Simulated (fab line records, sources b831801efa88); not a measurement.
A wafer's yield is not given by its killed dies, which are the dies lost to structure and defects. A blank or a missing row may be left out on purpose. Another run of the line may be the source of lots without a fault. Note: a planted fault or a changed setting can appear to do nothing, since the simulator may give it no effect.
Comparing a struck lot with a sound one || flow sky130 || 26 out of 708 route steps
Sound: wafers L914.2, L914.4, L914.6. Wafers struck: L905.2, L905.4, L905.6. The cause is given at the end.
Order at every step that has rows: each side's tool, ch and its chambers, its first start. Under that, the readings that differ: sound wafers || struck wafers || difference of the means || sigmas: that difference in standard deviations of wafers without a fault.
alike: same words and numbers on both sides, and readings whose means sit less than 2 such deviations apart. not compared: any withheld reading, any reading some wafer has no value for, any bound like >300 that may hide the same value, and any number with overlapping values for which the record gives no deviation.
A row with sigmas, a row that says differs or no value, or rows on one side alone: a step with any of these is where the two part. Non-overlapping numbers with no deviation appear without sigmas and do not part them. A reading missing from all wafers of one side parts the sides only when that side holds two or more wafers.

first, 3 steps without rows for these wafers: SKY_FIELD_ISO_WET_ETCH_30 (etches SiO2 in dHF, target depth 25 nm, time 50 s); SKY_NWELL_CLEAN_00 (cleans in SC1/SC2, time 150 s); SKY_NWELL_OXIDATION_01 (stabilise 600 s, purge 300 s, target thk 10 nm).
SKY_NWELL_THK_MEAS_02:
  sound: film_metro-04 at day 7 04:35; struck: film_metro-02 at day 5 04:11
{"reading": "NWELL_OXIDATION_THK (nm)", "sound": "9.83 9.89 9.66", "struck": "10.05 10.19 10.26", "difference": "+0.37", "sigmas": "+2"}
then, 8 steps without rows for these wafers: SKY_DNWELL_DEHYDRATE_00 (time 60 s); SKY_DNWELL_HMDS_01 (prime time 60 s); SKY_DNWELL_COAT_02 (resist thk 3000 nm); SKY_DNWELL_SOFTBAKE_03; SKY_DNWELL_EXPOSE_04 (exposes mask DNM, target cd 3000 nm); SKY_DNWELL_PEB_05; SKY_DNWELL_DEVELOP_06 (develop time 60 s); SKY_DNWELL_IMPLANT_07.
SKY_DNWELL_STRIP_08: strips in O2/N2.
  sound on plasma_asher-04 ch 0,1, day 8 01:18; struck on plasma_asher-03 ch 0,1, day 5 22:15
  no value came back on the struck wafers for any of 5 readings (chamber_pressure_mTorr (mTorr), drypump_motor_current_A (A) and others); on the sound wafers chamber_pressure_mTorr (mTorr) reads 1502.5 1499.4 1500.8
{"reading": "model.coat_of_DNWELL_COAT_02.thk_nm (nm)", "sound": "0 0 0", "struck": "2990 2992 2988", "difference": "+2990", "sigmas": ""}
  not compared: rf_hours_counter_h
SKY_DNWELL_TW_MEAS_09:
  sound: film_metro-01 at day 8 01:25; struck: film_metro-01 at day 5 22:22
  alike: DNWELL_TW
then, 7 steps without rows for these wafers: SKY_PWDE_DEHYDRATE_00 (time 60 s); SKY_PWDE_HMDS_01 (prime time 60 s); SKY_PWDE_COAT_02 (resist thk 3000 nm); SKY_PWDE_SOFTBAKE_03; SKY_PWDE_EXPOSE_04 (exposes mask PWDEM, target cd 840 nm); SKY_PWDE_PEB_05; SKY_PWDE_DEVELOP_06 (develop time 60 s).
SKY_PWDE_OVL_MEAS_07:
  sound: overlay-02 at day 8 22:35; struck: overlay-01 at day 6 16:59
  alike: PWDE_OVL
following that, these wafers have no rows for 1 step: SKY_PWDE_IMPLANT_08.
SKY_PWDE_STRIP_09: strips in O2/N2.
  sound on plasma_asher-03 ch 1, day 8 22:46; struck on plasma_asher-03 ch 0,1, day 6 17:10
{"reading": "oes_product_au (a.u.)", "sound": "0.724 0.728 0.712", "struck": "0.741 0.736 0.743", "difference": "+0.019", "sigmas": "+4"}
{"reading": "strip_time_to_endpoint_s (s)", "sound": "37.00 37.11 37.07", "struck": "80.98 80.98 80.94", "difference": "+43.91", "sigmas": "+99 or more"}
  alike: chamber_pressure_mTorr, drypump_motor_current_A, o2_flow_sccm
  not compared: rf_hours_counter_h
SKY_PWDE_TW_MEAS_10:
  sound: film_metro-04 at day 8 22:53; struck: film_metro-04 at day 6 17:17
{"reading": "PWDE_TW", "sound": "380 379 378", "struck": "31 31 31", "difference": -348, "sigmas": -50}
then, 1 step without rows for these wafers: SKY_NWELL_DEHYDRATE_03 (time 60 s).

## WHERE THEY PART
First at SKY_NWELL_THK_MEAS_02; last, within this record, at SKY_PWDE_TW_MEAS_10.

WHY: what the simulator had put in
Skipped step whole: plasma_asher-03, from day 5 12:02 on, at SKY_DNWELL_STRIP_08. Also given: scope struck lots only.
